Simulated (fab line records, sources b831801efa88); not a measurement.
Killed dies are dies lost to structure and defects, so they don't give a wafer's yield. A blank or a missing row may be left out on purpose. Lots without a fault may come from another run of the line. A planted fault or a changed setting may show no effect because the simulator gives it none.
fab line records | flow sky130
record lots=13 wafers=39 last_day=50
route steps=708 shown SPACER@306 SD_N@349 LI_CONTACT@386 CONTACT@411 PAD_OPEN@708
lots that met no fault: from a run of the same line without faults
start_h: hours from the record's first day to the start of the lot's first wafer shown | wait_h: hours since the lot's step before | " the same as in the row above | L1.1+2: a row that stands for several wafers | - no value, or no start given | * or withheld: withheld | < > ~ a bound
route shown NAME@n: a module of which the file shows steps, and the number in the route of the first | usual: mean/standard deviation of fault-free wafers | same: alike in all rows | chamber/n: place in a boat | sites: the reading at each site | _std_site: their standard deviation | _edge_site: outer sites' mean less inner sites' | radius_mm: how far each site lies from the wafer's centre | mask NAME#n: copy n | behind: the tool/chamber that last shaped the wafer | hold: why the lot was held/for how many hours/how that ended | device: the transistor (n, p or np) that didn't switch | end of line: the same wafers' tests at the end of the route | a step without rows: its recipe alone | killed: dies lost to structure and defects at the first sort, not the wafer's yield | map: a wafer's dies, x killed, . not, _ none there
set.NAME: the setting as run; set.NAME@STEP: as run at that earlier step | model.NAME: the simulator's own value behind a step, which no gauge read
steps of the route over a sample of lots; a table a step, a row a wafer
services: from which hour (start_h, from the record's first day; less than 0 if before it) a tool's chamber was out of use, for how many hours, and why
## steps
# step SKY_SPACER_ETCHBACK_02
# recipe chemistry=CH3F/O2 target=Si3N4 stop_on=SiO2 source_w=400 bias_w=80 pressure_mtorr=25 ch3f_flow_sccm=40 O2_flow_sccm=30 time_s=46.7 target_depth_a=450
# usual bias_w=79.99/0.24 drypump_motor_current_A=5.78/0.26 oes_product_au=0.855/0.0062 throttle_valve_pct=10.562/0.0092
# columns lot.wafer tool chamber start_h wait_h bias_w drypump_motor_current_A oes_product_au rf_hours_counter_h throttle_valve_pct
L129.2 rie_diel-01 2 527.11 0.0 80.21 6.01 0.855 18 10.556
L129.4 " 2 " " 79.76 6.00 0.852 - 10.549
L129.5 " 1 " " 80.01 5.73 0.859 - 10.549
L131.2 rie_diel-04 0 549.06 0.0 79.37 5.76 0.852 13 10.578
L131.3 " 2 " " 80.20 5.48 0.857 6 10.548
L131.4 " 3 " " 80.06 5.62 0.858 22 10.562
L132.2 rie_diel-02 3 562.41 0.0 80.06 6.18 0.856 3 10.569
L132.4 " 0 " " 79.95 5.52 0.848 5 10.563
L132.6 " 0 " " 80.08 5.54 0.845 - 10.579
L133.3 rie_diel-02 3 569.88 0.0 80.37 6.17 0.852 3 10.557
L133.5 " 1 " " 79.94 5.32 0.852 - 10.583
L133.6 " 0 " " 80.00 5.55 0.858 - 10.560
L135.2 rie_diel-01 1 582.35 0.0 79.84 5.73 0.859 10 10.555
L135.3 " 3 " " 80.01 5.87 0.848 13 10.560
L135.5 " 3 " " 79.70 5.82 0.857 - 10.572
L136.1 rie_diel-01 0 597.25 0.1 79.71 5.56 0.856 2 10.558
L136.5 " 3 " " 79.82 5.82 0.853 - 10.557
L136.6 " 0 " " 79.56 5.56 0.864 - 10.571
L137.1 rie_diel-01 3 619.18 0.1 79.90 5.81 0.857 14 10.562
L137.3 " 2 " " 80.34 6.05 0.854 19 10.561
L137.4 " 1 " " 79.94 5.75 0.854 11 10.565
L144.3 rie_diel-02 3 660.75 0.0 79.94 6.18 0.861 5 10.551
L144.5 " 2 " " 80.07 5.97 0.849 - 10.569
L144.6 " 3 " " 79.74 6.19 0.846 - 10.556
L146.1 rie_diel-04 2 677.74 0.1 80.34 5.46 0.851 9 10.558
L146.4 " 0 " " 79.97 5.76 0.849 16 10.590
L146.5 " 1 " " 79.72 5.69 0.857 - 10.554
L145.2 rie_diel-02 0 680.00 0.0 80.40 5.55 0.859 8 10.552
L145.3 " 1 " " 80.35 5.28 0.853 1 10.552
L145.5 " 1 " " 80.01 5.28 0.845 - 10.577
L147.4 rie_diel-02 0 684.34 0.0 79.86 5.53 0.855 8 10.568
L147.5 " 2 " " 80.29 5.98 0.850 - 10.562
L147.6 " 1 " " 80.20 5.30 0.853 - 10.562
L149.1 rie_diel-02 1 697.56 0.1 80.31 5.26 0.854 2 10.553
L149.4 " 2 " " 80.30 5.97 0.855 5 10.554
L149.6 " 1 " " 80.27 5.29 0.857 - 10.568
L150.2 rie_diel-01 2 701.17 0.0 79.49 6.01 0.852 21 10.559
L150.4 " 0 " " 79.97 5.53 0.860 3 10.555
L150.5 " 0 " " 79.78 5.56 0.864 - 10.569
# step SKY_SD_N_CD_MEAS_07
# recipe target_cd_nm=380
# usual cd_nm=379.6/2.3
# columns lot.wafer tool chamber start_h wait_h cd_nm
L129.2 cd_sem-01 - 645.45 0.1 377.9
L129.4 " - " " 379.5
L129.5 " - " " 377.7
L131.2 cd_sem-02 - 665.60 0.1 384.6
L131.3 " - " " 384.2
L131.4 " - " " 380.1
L132.2 cd_sem-02 - 677.81 0.1 383.9
L132.4 " - " " 382.7
L132.6 " - " " 383.8
L133.3 cd_sem-02 - 685.26 0.1 381.2
L133.5 " - " " 379.6
L133.6 " - " " 381.2
L135.2 cd_sem-02 - 695.96 0.1 379.6
L135.3 " - " " 382.3
L135.5 " - " " 379.6
L136.1 cd_sem-02 - 709.58 0.1 379.3
L136.5 " - " " 377.0
L136.6 " - " " 377.8
L137.1 cd_sem-01 - 731.24 0.1 379.5
L137.3 " - " " 377.4
L137.4 " - " " 377.4
L144.3 cd_sem-02 - 769.27 0.1 378.5
L144.5 " - " " 379.9
L144.6 " - " " 380.5
L146.1 cd_sem-01 - 786.94 0.1 383.3
L146.4 " - " " 383.8
L146.5 " - " " 382.6
L145.2 cd_sem-02 - 788.16 0.1 376.9
L145.3 " - " " 374.6
L145.5 " - " " 376.0
L147.4 cd_sem-01 - 792.94 0.1 381.2
L147.5 " - " " 379.2
L147.6 " - " " 375.9
L149.1 cd_sem-02 - 804.53 0.1 379.1
L149.4 " - " " 382.3
L149.6 " - " " 380.5
L150.2 cd_sem-02 - 808.89 0.1 380.6
L150.4 " - " " 378.9
L150.5 " - " " 380.0
# step SKY_LI_CONTACT_CMP_24
# recipe stop_on=PSG t_overpolish_s=20 down_force_psi=3.5 platen_rpm=60 target_thk_nm=0 pad_velocity_m_s=0.94248
# usual edge_zone_pressure_frac=1.000/0.0046 head_pressure_psi=3.500/0.0067 motor_current_A=11.1/1.1 overpolish_run_s=20.000/0.0094 t_overpolish_s=20/0 time_to_endpoint_s=98/6.6
# columns lot.wafer tool chamber start_h wait_h edge_zone_pressure_frac head_pressure_psi motor_current_A overpolish_run_s t_overpolish_s time_to_endpoint_s
L129.4 cmp-02 2 676.29 0.1 1.002 3.492 9.4 19.968 20 90
L129.2 " 3 " " 0.999 3.505 13.5 19.999 20 106
L129.5 " 0 " " 1.000 3.495 10.9 20.011 20 100
L131.4 cmp-02 2 696.07 0.0 1.008 3.507 9.1 19.989 20 92
L131.2 " 0 " " 0.993 3.495 11.0 19.990 20 99
L131.3 " 1 " " 0.999 3.492 11.1 20.001 20 101
L132.4 cmp-02 3 708.37 0.4 1.000 3.509 13.3 20.003 20 98
L132.2 " 1 " " 0.998 3.508 11.1 19.990 20 101
L132.6 " 3 " " 0.998 3.504 13.8 19.989 20 99
L133.3 cmp-01 0 715.66 0.2 1.007 3.500 11.9 20.002 20 89
L133.5 " 1 " " 0.996 3.510 10.7 19.997 20 87
L133.6 " 2 " " 1.000 3.488 10.8 20.002 20 99
L135.2 cmp-01 3 726.67 0.0 0.994 3.507 10.7 20.003 20 102
L135.3 " 2 " " 1.002 3.506 11.4 19.994 20 97
L135.5 " 3 " " 0.995 3.493 10.6 20.009 20 100
L136.1 cmp-02 2 740.26 0.5 - - - - - -
L136.5 " 1 " " - - - - - -
L136.6 " 2 " " - - - - - -
L137.4 cmp-01 3 760.89 0.0 - - - - - -
L137.3 " 0 " " - - - - - -
L137.1 " 2 " " - - - - - -
L144.3 cmp-01 2 799.06 0.2 1.002 3.497 11.0 20.002 20 101
L144.5 " 0 " " 0.999 3.500 11.2 19.986 20 90
L144.6 " 1 " " 1.001 3.506 10.6 20.015 20 84
L146.4 cmp-02 2 816.44 0.1 0.996 3.506 9.3 19.997 20 88
L146.1 " 3 " " 1.002 3.501 12.8 20.001 20 106
L146.5 " 1 " " 1.002 3.495 11.1 19.992 20 105
L145.2 cmp-01 3 817.66 0.1 0.999 3.495 10.6 20.010 20 104
L145.3 " 0 " " 0.996 3.487 11.7 20.007 20 93
L145.5 " 2 " " 0.997 3.506 11.3 19.998 20 105
L147.4 cmp-01 2 822.44 0.0 1.001 3.502 10.9 20.004 20 99
L147.6 " 2 " " 1.009 3.494 11.4 19.996 20 102
L147.5 " 3 " " 1.003 3.512 10.4 20.005 20 104
L149.1 cmp-02 3 833.81 0.1 0.996 3.500 13.0 19.971 20 111
L149.4 " 0 " " 1.000 3.496 10.4 19.997 20 97
L149.6 " 3 " " 1.008 3.498 12.9 20.009 20 104
L150.4 cmp-02 0 837.96 0.1 1.000 3.497 10.5 20.015 20 91
L150.2 " 1 " " 1.001 3.495 11.3 19.997 20 97
L150.5 " 3 " " 0.997 3.501 12.9 20.003 20 98
# step SKY_CONTACT_BOW_MEAS_05
# recipe mode=bow
# usual CONTACT_BOW=82/6.6
# columns lot.wafer tool chamber start_h wait_h CONTACT_BOW[um]
L129.2 film_metro-02 - 705.94 0.3 71
L129.4 " - " " 74
L129.5 " - " " 78
L131.2 film_metro-02 - 725.78 0.2 79
L131.3 " - " " 99
L131.4 " - " " 88
L132.2 film_metro-02 - 737.59 0.4 81
L132.4 " - " " 83
L132.6 " - " " 91
L133.3 film_metro-01 - 744.33 0.2 81
L133.5 " - " " 82
L133.6 " - " " 94
L135.2 film_metro-01 - 755.95 0.3 79
L135.3 " - " " 93
L135.5 " - " " 85
L144.3 film_metro-01 - 827.48 0.2 69
L144.5 " - " " 73
L144.6 " - " " 88
L146.1 film_metro-01 - 843.99 0.1 93
L146.4 " - " " 81
L146.5 " - " " 87
L145.2 film_metro-01 - 844.92 0.2 68
L145.3 " - " " 89
L145.5 " - " " 81
L147.4 film_metro-03 - 849.67 0.3 78
L147.5 " - " " 83
L147.6 " - " " 99
L149.1 film_metro-01 - 863.12 0.2 80
L149.4 " - " " 79
L149.6 " - " " 76
L150.2 film_metro-01 - 865.33 0.3 80
L150.4 " - " " 73
L150.5 " - " " 86
# step SKY_PAD_OPEN_PROBE_99
# usual killed_at_M0_to_M3=42/7.1 killed_at_M4_up=3.0/1.7 killed_at_contacts=25/5 killed_at_front_end=16/4.4 killed_at_other=0.5/1.4 killed_dies=87/9.2 killed_on_rim=18/4.3 killed_open=47/6.2 killed_short=39/6.6
# same gross_dies=492 killed_at_back_side=0
# columns lot.wafer tool chamber start_h wait_h killed_at_M0_to_M3 killed_at_M4_up killed_at_contacts killed_at_front_end killed_at_other killed_dies killed_on_rim killed_open killed_short
L136.1 prober-01 - 1121.09 0.1 35 4 435 18 0 492 96 39 44
L136.5 prober-01 - 1121.29 0.2 30 4 440 18 0 492 96 36 41
L136.6 prober-01 - 1121.34 0.2 46 5 419 22 0 492 96 44 42
L137.1 prober-02 - 1136.30 0.1 51 1 428 9 3 492 96 49 35
L137.3 prober-02 - 1136.40 0.2 60 1 417 13 1 492 96 61 38
L137.4 prober-02 - 1136.45 0.2 51 1 425 15 0 492 96 50 44
# killed by level:class
L136.1 LI_CONTACT:area_cmp=409 CONTACT:geometric_particle:open=10 METAL2:geometric_particle:short=8 FIELD_ISO:geometric_particle:short=6 CONTACT:geometric_particle:short=6 LI_CONTACT:geometric_particle:open=5 METAL1:geometric_particle:short=5 VIA1:geometric_particle:open=5
L136.5 LI_CONTACT:area_cmp=415 CONTACT:geometric_particle:open=8 VIA1:geometric_particle:short=7 FIELD_ISO:geometric_particle:short=6 LI_CONTACT:geometric_particle:open=6 VIA1:geometric_particle:open=5 LOCAL_INTERCONNECT:geometric_particle:short=5 CONTACT:geometric_particle:short=5
L136.6 LI_CONTACT:area_cmp=404 VIA1:geometric_particle:open=10 CONTACT:geometric_particle:open=8 METAL2:geometric_particle:short=7 VIA2:geometric_particle:open=7 POLY_GATE:geometric_particle:short=5 SPACER:geometric_particle:short=5 VIA3:geometric_particle:open=5
L137.1 LI_CONTACT:area_cmp=406 CONTACT:geometric_particle:open=13 METAL1:geometric_particle:short=10 VIA1:geometric_particle:open=10 VIA2:geometric_particle:open=7 VIA3:geometric_particle:open=7 LI_CONTACT:geometric_particle:open=4 VIA2:geometric_particle:short=4
L137.3 LI_CONTACT:area_cmp=392 CONTACT:geometric_particle:open=13 VIA1:geometric_particle:open=12 VIA3:geometric_particle:open=11 VIA2:geometric_particle:open=10 POLY_GATE:geometric_particle:short=5 LI_CONTACT:geometric_particle:open=5 METAL1:geometric_particle:short=5
L137.4 LI_CONTACT:area_cmp=398 CONTACT:geometric_particle:open=14 METAL1:geometric_particle:short=9 LI_CONTACT:geometric_particle:open=8 METAL2:geometric_particle:short=8 VIA3:geometric_particle:open=7 VIA2:geometric_particle:open=6 FIELD_ISO:geometric_particle:short=5
## services
# columns tool chamber start_h hours kind
cmp-02 - 504.38 1.7 repair
rie_diel-02 3 511.70 6.4 repair
cmp-02 - 516.62 1.5 repair
cmp-02 - 522.44 1.4 repair
rie_diel-01 0 523.94 4.2 repair
cmp-02 - 528.85 3.5 repair
cmp-01 - 550.50 0.7 repair
cmp-01 - 551.81 2.8 repair
cmp-01 - 572.02 4.0 pm
rie_diel-01 1 585.81 6.5 repair
rie_diel-02 2 614.03 7.6 repair
cmp-01 - 627.95 4.7 pm
rie_diel-02 - 636.27 0.2 repair
cmp-01 - 660.44 2.6 repair
cmp-01 - 673.89 2.4 repair
cmp-01 - 683.76 12.7 repair
cmp-02 - 712.00 5.3 repair
cmp-01 - 736.23 4.3 pm
cmp-02 - 737.63 1.1 repair
rie_diel-02 - 743.39 1.4 repair
cmp-02 - 744.30 4.0 pm
rie_diel-02 - 788.51 1.0 repair
cmp-02 - 792.31 1.4 repair
cmp-02 - 797.71 2.0 repair
## key
first_sign step=SKY_LI_CONTACT_CMP_24 reading=tool_record direction=missing
effect step=SKY_PAD_OPEN_PROBE_99 reading=killed_at_contacts direction=up sigmas=80 usual=25 struck=427
more_kills_born_at SKY_LI_CONTACT_CMP_24@cmp-02=1224 SKY_LI_CONTACT_CMP_24@cmp-01=1189
met_at SKY_LI_CONTACT_CMP_24
struck_lots L136,L137
later_rows_left_out L136.1,L136.5,L136.6,L137.1,L137.3,L137.4
tester_left_out L136,L137
not_acting_at SKY_SPACER_ETCHBACK_02,SKY_SD_N_CD_MEAS_07,SKY_CONTACT_BOW_MEAS_05
onset_between 726.67 740.26
fault kind=skipped_step_whole tool=cmp-01,cmp-02 chamber=- onset_h=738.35 steps=SKY_LI_CONTACT_CMP_24 scope=struck_lots_only
# tester_left_out: of these lots the tester's yield and bins aren't shown, on N5 and GAA mostly nor the transistor test; their killed dies are dies lost to structure and defects alone, not to doping, threshold or leakage, so they don't give the yield
# later_rows_left_out: the simulator's readings of these wafers behind a module that went badly wrong aren't trusted and aren't shown, but for the sort
